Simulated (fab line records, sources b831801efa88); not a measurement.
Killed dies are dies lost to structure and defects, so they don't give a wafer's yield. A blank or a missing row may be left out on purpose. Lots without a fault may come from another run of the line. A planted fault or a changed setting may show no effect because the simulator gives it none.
Chamber matching | flow gf180mcu | GF_V5_ETCH_16 on rie_diel-01: 4 sister chambers
The step etches BARC in N2/H2. 4 wafers are shown with their chamber, then 12 later ones without.

WAFERS WITH THEIR CHAMBER
wafer  | chamber | drypump_motor_current_A (A)
L092.2 | 0       | 5.9
L092.3 | 2       | 5.5
L093.2 | 3       | 5.4
L093.5 | 1       | 6.2

WAFERS WITHOUT THEIR CHAMBER
wafer  | drypump_motor_current_A (A)
L095.2 | 5.4
L095.4 | 5.5
L095.6 | 5.9
L094.1 | 5.9
L094.2 | 6.3
L094.3 | 5.6
L096.2 | 6.2
L096.3 | 5.9
L096.5 | 5.4
L097.1 | 5.4
L097.3 | 5.9
L097.5 | 6.2

WHICH CHAMBER EACH WENT THROUGH
wafer  | from the rows above | in truth
L095.2 | 3                   | 3
L095.4 | 2                   | 2
L095.6 | 0                   | 0
L094.1 | 0                   | 0
L094.2 | 1                   | 1
L094.3 | 2                   | 2
L096.2 | 1                   | 1
L096.3 | 0                   | 0
L096.5 | 3                   | 3
L097.1 | 3                   | 3
L097.3 | 0                   | 0
L097.5 | 1                   | 1
Placed correctly: 12 of 12. Can't be placed from these rows: 0. Placed wrongly: 0.
How it was worked out, from the rows above alone: a wafer's distance from a chamber is the root of the sum, over the readings, of the square of ((its reading less the chamber's mean) divided by the reading's scatter). The wafer belongs to the nearest chamber; if the next one is less than 2 further off, it can't be placed. A chamber's mean is the mean of its shown wafers. The scatter: with one shown wafer a chamber, the root of the mean of the squares of how far each hidden wafer lies from its nearest shown one.
